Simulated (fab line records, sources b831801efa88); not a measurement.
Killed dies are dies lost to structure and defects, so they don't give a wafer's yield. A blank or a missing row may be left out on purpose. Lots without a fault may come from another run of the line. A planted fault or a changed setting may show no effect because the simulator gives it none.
Chamber matching | flow sky130 | SKY_CONTACT_ETCH_17 on rie_diel-01: 4 sister chambers
The step etches SiO2 in C4F8/O2/Ar, stops on Si3N4, target depth 340 nm. 8 wafers are shown with their chamber, then 8 later ones without.

WAFERS WITH THEIR CHAMBER
wafer  | chamber | oes_product_au (a.u.)
L086.4 | 3       | 0.896
L086.5 | 1       | 0.892
L088.4 | 3       | 0.898
L088.6 | 0       | 0.892
L089.1 | 0       | 0.904
L089.2 | 2       | 0.895
L089.5 | 1       | 0.895
L091.1 | 2       | 0.900

WAFERS WITHOUT THEIR CHAMBER
wafer  | oes_product_au (a.u.)
L091.3 | 0.889
L091.6 | 0.884
L096.2 | 0.890
L096.4 | 0.891
L096.6 | 0.893
L097.2 | 0.890
L097.3 | 0.885
L097.5 | 0.890

WHICH CHAMBER EACH WENT THROUGH
wafer  | from the rows above               | in truth
L091.3 | can't be placed: 1 or 3 or 2 or 0 | 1
L091.6 | can't be placed: 1 or 3 or 2 or 0 | 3
L096.2 | can't be placed: 1 or 3 or 2 or 0 | 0
L096.4 | can't be placed: 1 or 3 or 2 or 0 | 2
L096.6 | can't be placed: 1 or 3 or 2 or 0 | 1
L097.2 | can't be placed: 1 or 3 or 2 or 0 | 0
L097.3 | can't be placed: 1 or 3 or 2 or 0 | 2
L097.5 | can't be placed: 1 or 3 or 2 or 0 | 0
Placed correctly: 0 of 8. Can't be placed from these rows: 8 (the true chamber is among the candidates in 8). Placed wrongly: 0.
How it was worked out, from the rows above alone: a wafer's distance from a chamber is the root of the sum, over the readings, of the square of ((its reading less the chamber's mean) divided by the reading's scatter). The wafer belongs to the nearest chamber; if the next one is less than 2 further off, it can't be placed. A chamber's mean is the mean of its shown wafers. The scatter: the root of (the sum of the squares of (reading less its chamber's mean) over the shown wafers, divided by (wafers less chambers)).
